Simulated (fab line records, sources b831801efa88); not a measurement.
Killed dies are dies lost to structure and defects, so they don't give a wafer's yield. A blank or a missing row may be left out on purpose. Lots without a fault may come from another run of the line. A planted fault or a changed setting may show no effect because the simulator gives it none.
One fault seen from 2 desks | flow sky130 | each desk has only its own numbers; what lay behind them comes last

THE TOOL OWNER'S DESK: furnace-02
The tool's own readings at SKY_SONOS_ONO_OXIDATION_00 (stabilise 600 s, purge 300 s, target thk 2.6 nm): means of the sampled wafers that have a number, for each lot that ran on this tool. A lot is out of limits, marked OUT, if its mean lies more than 4 standard deviations from the usual mean; the brackets give that distance.
Columns: A = ramp_down_c_per_min at SKY_SONOS_ONO_OXIDATION_00, usual 3.0000
lot  | first seen here | A
L779 | day 12 20:34    | 3.0008
L781 | day 13 12:37    | 2.9999
L782 | day 13 18:25    | 3.0008
L785 | day 15 00:47    | 3.0005
L789 | day 16 02:12    | 2.9996
L791 | day 17 00:16    | 2.9994
This desk's finding: nothing out of limits on any of the 6 lots.

THE METROLOGY DESK
What the gauges read, lot by lot, whatever tool the lot ran on: means of the sampled wafers that have a number. A lot is out of limits, marked OUT, if its mean lies more than 4 standard deviations from the usual mean; the brackets give that distance.
Columns: A = FIELD_ISO_CVD_03_THK at SKY_FIELD_ISO_THK_MEAS_04, usual 164.8 nm; B = NWELL_RS at SKY_NWELL_RS_MEAS_29, usual 625.1 ohm/sq; C = SONOS_ONO_OXIDATION_THK at SKY_SONOS_ONO_THK_MEAS_01, usual 2.59 nm
lot  | first seen here | A     | B     | C
L778 | day 2 04:44     | 164.5 | 624.6 | 2.61
L779 | day 2 11:08     | 164.5 | 625.1 | 2.59
L781 | day 2 20:38     | 163.1 | 624.3 | 2.65
L782 | day 3 01:13     | 162.8 | 624.8 | 2.70
L784 | day 3 11:10     | 167.8 | 627.1 | 2.59
L785 | day 3 15:33     | 166.2 | 625.3 | 2.61
L786 | day 3 21:05     | 165.2 | 623.7 | 2.52
L789 | day 4 13:44     | 164.5 | 626.8 | 2.26 (-6.3) OUT
L790 | day 4 20:04     | 164.7 | 626.9 | 2.62
L791 | day 5 01:29     | 165.9 | 624.6 | 2.11 (-9.1) OUT
L797 | day 6 03:52     | 167.5 | 625.2 | 2.57
L798 | day 6 10:29     | 165.5 | 624.9 | 2.56
This desk's finding: out of limits on L789, L791; first on L789, day 16 03:32 (SONOS_ONO_OXIDATION_THK at SKY_SONOS_ONO_THK_MEAS_01). In limits: L778, L779, L781, L782, L784, L785, L786, L790, L797, L798.

PUT TOGETHER
The metrology desk could have raised an alarm at day 16 03:32, on L789, L791.
The tool owner's desk saw nothing out of limits.
The tool owner's desk has L789, L791 on record, within its limits.
Of the lots named, all ran SKY_SONOS_ONO_OXIDATION_00 on furnace-02.

WHAT THE SIMULATOR HAD PUT IN
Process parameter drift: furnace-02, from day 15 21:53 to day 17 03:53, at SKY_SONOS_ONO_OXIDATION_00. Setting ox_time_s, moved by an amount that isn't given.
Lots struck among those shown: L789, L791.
Hours from the fault's start to each desk's first reading out of limits: the metrology desk, 6.
